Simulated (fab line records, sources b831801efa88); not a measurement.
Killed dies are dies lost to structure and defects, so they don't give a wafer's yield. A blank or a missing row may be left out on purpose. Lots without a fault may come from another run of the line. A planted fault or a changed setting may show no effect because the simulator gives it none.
A sampling plan put to the test | flow sky130 | one fab line, 36 faults that these records tell of, each judged on the records of the lots that it struck
The plan is the line's own looks: the steps of the route at which a gauge or an inspection reads the wafer and doesn't change it. A look can be judged if struck wafers have a number there and the file gives its usual mean and standard deviation on fault-free wafers. Caught: at a look after the fault's first step, the mean of the struck wafers lies 4 or more of those standard deviations (sigma) from the usual mean. On the tool: the same test on the tool's own readings at the fault's steps. Another recipe on the struck wafers, or a record that is blank for them alone, also counts as caught.

THE FAULTS, as the simulator had put them in
1. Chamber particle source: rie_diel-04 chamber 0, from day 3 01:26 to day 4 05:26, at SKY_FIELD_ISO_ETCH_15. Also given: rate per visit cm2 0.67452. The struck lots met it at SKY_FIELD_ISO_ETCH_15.
2. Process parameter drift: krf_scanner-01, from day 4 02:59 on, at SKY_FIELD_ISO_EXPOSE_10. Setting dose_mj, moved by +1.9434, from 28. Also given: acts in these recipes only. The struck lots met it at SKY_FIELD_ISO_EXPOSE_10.
3. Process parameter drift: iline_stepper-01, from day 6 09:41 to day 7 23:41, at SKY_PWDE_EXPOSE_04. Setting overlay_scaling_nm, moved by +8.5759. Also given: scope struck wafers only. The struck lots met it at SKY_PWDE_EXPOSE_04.
4. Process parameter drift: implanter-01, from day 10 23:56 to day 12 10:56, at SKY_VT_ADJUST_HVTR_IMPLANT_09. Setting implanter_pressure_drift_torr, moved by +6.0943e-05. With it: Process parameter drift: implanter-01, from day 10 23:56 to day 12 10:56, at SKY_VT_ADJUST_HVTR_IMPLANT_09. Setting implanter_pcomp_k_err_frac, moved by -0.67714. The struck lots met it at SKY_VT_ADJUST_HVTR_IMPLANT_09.
5. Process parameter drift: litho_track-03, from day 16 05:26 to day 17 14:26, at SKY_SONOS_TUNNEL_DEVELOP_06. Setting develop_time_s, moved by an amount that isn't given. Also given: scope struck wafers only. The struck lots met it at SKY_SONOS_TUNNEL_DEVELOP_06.
6. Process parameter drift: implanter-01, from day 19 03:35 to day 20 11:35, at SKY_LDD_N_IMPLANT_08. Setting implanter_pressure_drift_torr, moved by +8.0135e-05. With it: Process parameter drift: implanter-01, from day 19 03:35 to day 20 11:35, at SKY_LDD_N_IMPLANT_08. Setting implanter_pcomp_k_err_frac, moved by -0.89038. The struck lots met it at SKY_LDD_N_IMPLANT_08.
7. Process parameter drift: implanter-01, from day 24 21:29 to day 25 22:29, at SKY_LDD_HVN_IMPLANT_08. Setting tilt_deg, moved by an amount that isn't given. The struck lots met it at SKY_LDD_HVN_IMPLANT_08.
8. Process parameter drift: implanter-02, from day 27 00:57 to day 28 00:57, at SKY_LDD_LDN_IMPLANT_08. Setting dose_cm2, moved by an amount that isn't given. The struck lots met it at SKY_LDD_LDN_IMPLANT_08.
9. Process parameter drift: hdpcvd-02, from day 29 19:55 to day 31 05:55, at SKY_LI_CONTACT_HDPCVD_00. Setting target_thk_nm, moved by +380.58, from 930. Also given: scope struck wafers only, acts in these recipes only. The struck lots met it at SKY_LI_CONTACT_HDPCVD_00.
10. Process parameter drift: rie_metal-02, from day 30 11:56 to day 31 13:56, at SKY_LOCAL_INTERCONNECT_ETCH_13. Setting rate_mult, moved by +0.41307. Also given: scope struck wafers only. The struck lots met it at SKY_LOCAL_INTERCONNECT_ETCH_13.
11. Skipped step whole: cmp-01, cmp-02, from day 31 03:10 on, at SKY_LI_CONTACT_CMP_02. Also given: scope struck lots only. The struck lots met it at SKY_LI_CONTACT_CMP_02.
12. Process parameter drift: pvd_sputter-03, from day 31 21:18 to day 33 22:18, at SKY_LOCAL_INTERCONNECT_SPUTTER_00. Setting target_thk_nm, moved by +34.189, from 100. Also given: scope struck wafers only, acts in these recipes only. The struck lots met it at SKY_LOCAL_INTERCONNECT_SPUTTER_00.
13. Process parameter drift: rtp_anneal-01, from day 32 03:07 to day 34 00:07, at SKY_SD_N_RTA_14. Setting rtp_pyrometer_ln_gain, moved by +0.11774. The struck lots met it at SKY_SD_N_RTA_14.
14. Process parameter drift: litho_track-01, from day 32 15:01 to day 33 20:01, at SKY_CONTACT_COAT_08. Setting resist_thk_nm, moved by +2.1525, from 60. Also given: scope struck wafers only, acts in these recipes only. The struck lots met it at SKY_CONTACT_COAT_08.
15. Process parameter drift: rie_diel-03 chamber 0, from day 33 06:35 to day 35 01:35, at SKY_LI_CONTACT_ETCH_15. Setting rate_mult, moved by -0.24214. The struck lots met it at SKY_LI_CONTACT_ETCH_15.
16. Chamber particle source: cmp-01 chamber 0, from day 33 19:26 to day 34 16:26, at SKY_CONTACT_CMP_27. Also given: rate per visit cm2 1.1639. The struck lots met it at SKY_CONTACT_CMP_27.
17. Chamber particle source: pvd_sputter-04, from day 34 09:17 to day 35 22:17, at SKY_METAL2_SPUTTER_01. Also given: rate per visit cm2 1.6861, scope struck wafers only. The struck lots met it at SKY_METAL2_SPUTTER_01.
18. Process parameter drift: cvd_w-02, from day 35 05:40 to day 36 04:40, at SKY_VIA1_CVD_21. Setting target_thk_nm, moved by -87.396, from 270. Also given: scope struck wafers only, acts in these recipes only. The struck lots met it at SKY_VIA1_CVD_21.
19. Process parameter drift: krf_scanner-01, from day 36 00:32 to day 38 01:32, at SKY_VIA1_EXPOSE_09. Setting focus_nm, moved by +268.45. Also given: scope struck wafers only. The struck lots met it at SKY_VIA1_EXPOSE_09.
20. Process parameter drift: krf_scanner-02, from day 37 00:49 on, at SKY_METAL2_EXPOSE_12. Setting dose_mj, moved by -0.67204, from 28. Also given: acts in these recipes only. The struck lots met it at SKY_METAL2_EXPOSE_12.
21. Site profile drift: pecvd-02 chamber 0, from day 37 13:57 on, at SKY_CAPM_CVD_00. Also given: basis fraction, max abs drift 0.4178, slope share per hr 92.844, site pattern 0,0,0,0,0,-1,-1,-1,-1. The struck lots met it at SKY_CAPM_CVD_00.
22. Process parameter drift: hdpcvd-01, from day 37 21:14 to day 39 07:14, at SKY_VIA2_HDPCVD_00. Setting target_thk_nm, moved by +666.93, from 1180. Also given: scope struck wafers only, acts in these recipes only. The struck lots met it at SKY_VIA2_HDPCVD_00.
23. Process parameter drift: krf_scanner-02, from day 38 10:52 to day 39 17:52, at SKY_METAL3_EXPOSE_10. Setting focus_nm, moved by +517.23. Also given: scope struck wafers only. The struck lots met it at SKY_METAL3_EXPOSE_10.
24. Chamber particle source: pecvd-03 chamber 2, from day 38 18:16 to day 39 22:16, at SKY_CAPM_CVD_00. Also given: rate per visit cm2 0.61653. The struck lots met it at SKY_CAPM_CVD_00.
25. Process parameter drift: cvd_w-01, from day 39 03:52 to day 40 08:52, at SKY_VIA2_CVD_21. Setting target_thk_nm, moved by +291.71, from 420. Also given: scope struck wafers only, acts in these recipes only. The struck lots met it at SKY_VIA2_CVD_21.
26. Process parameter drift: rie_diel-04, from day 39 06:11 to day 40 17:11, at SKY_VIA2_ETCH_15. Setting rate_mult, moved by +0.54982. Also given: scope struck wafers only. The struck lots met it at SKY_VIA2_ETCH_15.
27. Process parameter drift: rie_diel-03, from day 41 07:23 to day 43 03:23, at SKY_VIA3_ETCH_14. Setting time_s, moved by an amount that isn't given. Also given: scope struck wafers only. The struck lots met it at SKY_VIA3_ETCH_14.
28. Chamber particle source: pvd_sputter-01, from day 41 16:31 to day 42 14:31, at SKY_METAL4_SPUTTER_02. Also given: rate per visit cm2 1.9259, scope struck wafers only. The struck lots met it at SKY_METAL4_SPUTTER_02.
29. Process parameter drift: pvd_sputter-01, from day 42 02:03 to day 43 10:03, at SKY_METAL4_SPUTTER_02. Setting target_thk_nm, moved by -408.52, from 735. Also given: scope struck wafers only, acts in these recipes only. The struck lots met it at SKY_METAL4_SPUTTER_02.
30. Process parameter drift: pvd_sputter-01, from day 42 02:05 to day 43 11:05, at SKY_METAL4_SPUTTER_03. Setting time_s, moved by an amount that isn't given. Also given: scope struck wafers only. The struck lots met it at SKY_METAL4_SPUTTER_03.
31. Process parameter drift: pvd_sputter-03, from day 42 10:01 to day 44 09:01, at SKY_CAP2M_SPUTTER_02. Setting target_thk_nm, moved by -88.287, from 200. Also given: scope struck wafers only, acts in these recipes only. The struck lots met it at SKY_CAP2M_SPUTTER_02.
32. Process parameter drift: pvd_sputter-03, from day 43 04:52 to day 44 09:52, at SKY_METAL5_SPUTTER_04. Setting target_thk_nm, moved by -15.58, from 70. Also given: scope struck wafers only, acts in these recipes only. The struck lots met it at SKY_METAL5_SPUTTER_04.
33. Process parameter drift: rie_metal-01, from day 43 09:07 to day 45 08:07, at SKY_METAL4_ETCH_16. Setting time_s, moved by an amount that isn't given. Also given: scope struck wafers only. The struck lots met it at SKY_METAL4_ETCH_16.
34. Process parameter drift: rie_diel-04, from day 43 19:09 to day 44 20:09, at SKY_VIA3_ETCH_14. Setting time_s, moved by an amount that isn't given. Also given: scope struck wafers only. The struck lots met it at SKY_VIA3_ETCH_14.
35. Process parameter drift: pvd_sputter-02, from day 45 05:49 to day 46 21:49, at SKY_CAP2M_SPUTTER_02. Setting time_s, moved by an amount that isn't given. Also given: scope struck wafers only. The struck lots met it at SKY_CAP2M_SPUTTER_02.
36. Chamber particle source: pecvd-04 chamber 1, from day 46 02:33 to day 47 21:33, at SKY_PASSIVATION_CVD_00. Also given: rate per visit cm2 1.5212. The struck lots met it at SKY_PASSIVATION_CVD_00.

WHAT THE PLAN SAW
fault | on the tool itself                               | first look that catches it                      | reading, sigma                                                      | median hours from its first step to that look | hours from the fault's start to the first struck lot there | judged looks passed uncaught
1     | under 2 sigma                                    | no look after it can be judged                  | -                                                                   | -                                             | -                                                          | 0
2     | exposure_dose_mJ_cm2 +49 sigma                   | SKY_FIELD_ISO_CD_MEAS_13                        | cd_nm -7.9                                                          | 9.0                                           | 11                                                         | 0
3     | under 2 sigma                                    | not the one look that can be judged after it    | strongest: PWDE_OVL at SKY_PWDE_OVL_MEAS_07, -3.3                   | -                                             | -                                                          | 1
4     | end_station_pressure_torr +99 or beyond sigma    | not the one look that can be judged after it    | strongest: VT_ADJUST_HVTR_TW at SKY_VT_ADJUST_HVTR_TW_MEAS_11, +3.1 | -                                             | -                                                          | 1
5     | no reading that can be judged                    | no look after it can be judged                  | -                                                                   | -                                             | -                                                          | 0
6     | end_station_pressure_torr +99 or beyond sigma    | no look after it can be judged                  | -                                                                   | -                                             | -                                                          | 0
7     | tilt_deg -99 or beyond sigma                     | SKY_LDD_HVN_TW_MEAS_10                          | LDD_HVN_TW -15                                                      | 0.2                                           | 5                                                          | 0
8     | dose_ions_cm2 -99 or beyond sigma                | SKY_LDD_LDN_TW_MEAS_13                          | LDD_LDN_TW -13                                                      | 0.7                                           | 4                                                          | 0
9     | no reading that can be judged                    | SKY_LI_CONTACT_THK_MEAS_01                      | LI_CONTACT_HDPCVD_THK +26                                           | 0.1                                           | 4                                                          | 0
10    | under 2 sigma                                    | not the one look that can be judged after it    | -                                                                   | -                                             | -                                                          | 1
11    | the tool's record is blank for the struck wafers | not the one look that can be judged after it    | strongest: LI_CONTACT_BOW at SKY_LI_CONTACT_BOW_MEAS_03, +3.5       | -                                             | -                                                          | 1
12    | under 2 sigma                                    | SKY_LOCAL_INTERCONNECT_RS_MEAS_01               | LOCAL_INTERCONNECT_TIN_RS -17                                       | 0.1                                           | 7                                                          | 0
13    | lamp_power_pct -9.3 sigma                        | SKY_SD_N_RS_MEAS_16                             | SD_N_RS +19                                                         | 0.2                                           | 6                                                          | 0
14    | under 2 sigma                                    | no look after it can be judged                  | -                                                                   | -                                             | -                                                          | 0
15    | under 2 sigma                                    | not the one look that can be judged after it    | -                                                                   | -                                             | -                                                          | 1
16    | under 2 sigma                                    | not the one look that can be judged after it    | -                                                                   | -                                             | -                                                          | 1
17    | under 2 sigma                                    | none of the 2 looks that can be judged after it | -                                                                   | -                                             | -                                                          | 2
18    | under 2 sigma                                    | SKY_VIA1_RS_MEAS_22                             | VIA1_W_RS +29                                                       | 0.1                                           | 7                                                          | 0
19    | no reading that can be judged                    | SKY_VIA1_CD_MEAS_12                             | cd_nm -24                                                           | 13.8                                          | 28                                                         | 0
20    | exposure_dose_mJ_cm2 -15 sigma                   | none of the 2 looks that can be judged after it | strongest: cd_nm at SKY_METAL2_CD_MEAS_15, +2.2                     | -                                             | -                                                          | 2
21    | under 2 sigma                                    | SKY_CAPM_THK_MEAS_01                            | CAPM_CVD_00_THK -10                                                 | 0.0                                           | 7                                                          | 0
22    | no reading that can be judged                    | SKY_VIA2_THK_MEAS_01                            | VIA2_HDPCVD_THK +42                                                 | 0.1                                           | 12                                                         | 0
23    | no reading that can be judged                    | SKY_METAL3_CD_MEAS_13                           | cd_nm -95                                                           | 12.4                                          | 18                                                         | 0
24    | under 2 sigma                                    | not the one look that can be judged after it    | -                                                                   | -                                             | -                                                          | 1
25    | under 2 sigma                                    | SKY_VIA2_RS_MEAS_22                             | VIA2_W_RS -41                                                       | 0.1                                           | 16                                                         | 0
26    | under 2 sigma                                    | no look after it can be judged                  | -                                                                   | -                                             | -                                                          | 0
27    | oes_product_au +15 sigma                         | no look after it can be judged                  | -                                                                   | -                                             | -                                                          | 0
28    | under 2 sigma                                    | no look after it can be judged                  | -                                                                   | -                                             | -                                                          | 0
29    | under 2 sigma                                    | no look after it can be judged                  | -                                                                   | -                                             | -                                                          | 0
30    | under 2 sigma                                    | no look after it can be judged                  | -                                                                   | -                                             | -                                                          | 0
31    | under 2 sigma                                    | SKY_CAP2M_RS_MEAS_03                            | CAP2M_TIN_RS +74                                                    | 0.1                                           | 15                                                         | 0
32    | under 2 sigma                                    | none of the 2 looks that can be judged after it | strongest: METAL5_ALCU_THK at SKY_METAL5_THK_MEAS_06, +3.4          | -                                             | -                                                          | 2
33    | run_length_s -46 sigma                           | no look after it can be judged                  | -                                                                   | -                                             | -                                                          | 0
34    | oes_product_au +29 sigma                         | no look after it can be judged                  | -                                                                   | -                                             | -                                                          | 0
35    | under 2 sigma                                    | SKY_CAP2M_RS_MEAS_03                            | CAP2M_TIN_RS +35                                                    | 0.1                                           | 26                                                         | 0
36    | under 2 sigma                                    | no look after it can be judged                  | -                                                                   | -                                             | -                                                          | 0
A dash: the fault isn't caught, or these records don't give the number.

Caught at a look: 14 of 36. Caught on the tool: 11 of 36. By one or the other: 21 of 36.
Caught on the tool alone: faults 4, 6, 11, 20, 27, 33, 34.
Caught at a look alone: faults 9, 12, 18, 19, 21, 22, 23, 25, 31, 35.
Caught by neither: faults 1, 3, 5, 10, 14, 15, 16, 17, 24, 26, 28, 29, 30, 32, 36.

THINNER SAMPLING
If the look that catches a fault measured only every second or every third lot, by lot number, the first struck lot would be measured this late in the worst case:
fault | struck lots at that look, in order of time | every lot | every second lot | every third lot
2     | L416, L420, L421                           | 11 h      | 37 h             | 37 h
7     | L369, L371                                 | 5 h       | may miss all 2   | may miss all 2
8     | L343, L344                                 | 4 h       | 13 h             | may miss all 2
9     | L333, L334                                 | 4 h       | 13 h             | may miss all 2
12    | L519, L520, L523                           | 7 h       | 16 h             | may miss all 3
13    | L825, L826                                 | 6 h       | 17 h             | may miss all 2
18    | L880, L881                                 | 7 h       | 10 h             | may miss all 2
19    | L732                                       | 28 h      | may miss it      | may miss it
21    | L297, L300                                 | 7 h       | 23 h             | may miss all 2
22    | L465, L466                                 | 12 h      | 13 h             | may miss all 2
23    | L445, L446                                 | 18 h      | 23 h             | may miss all 2
25    | L468                                       | 16 h      | may miss it      | may miss it
31    | L770, L771                                 | 15 h      | 18 h             | may miss all 2
35    | L723, L722                                 | 26 h      | 30 h             | may miss all 2
Hours are from the fault's start to the first struck lot that is measured. The limit of 4 sigma was tested on all struck wafers together, so one lot alone may lie under it. Other struck lots may not be in these records.

THE LONGEST TIMED WAY FROM STEP TO LOOK
Fault 19: a median of 13.8 hours passes between SKY_VIA1_EXPOSE_09 and SKY_VIA1_CD_MEAS_12. No look between them can be judged.
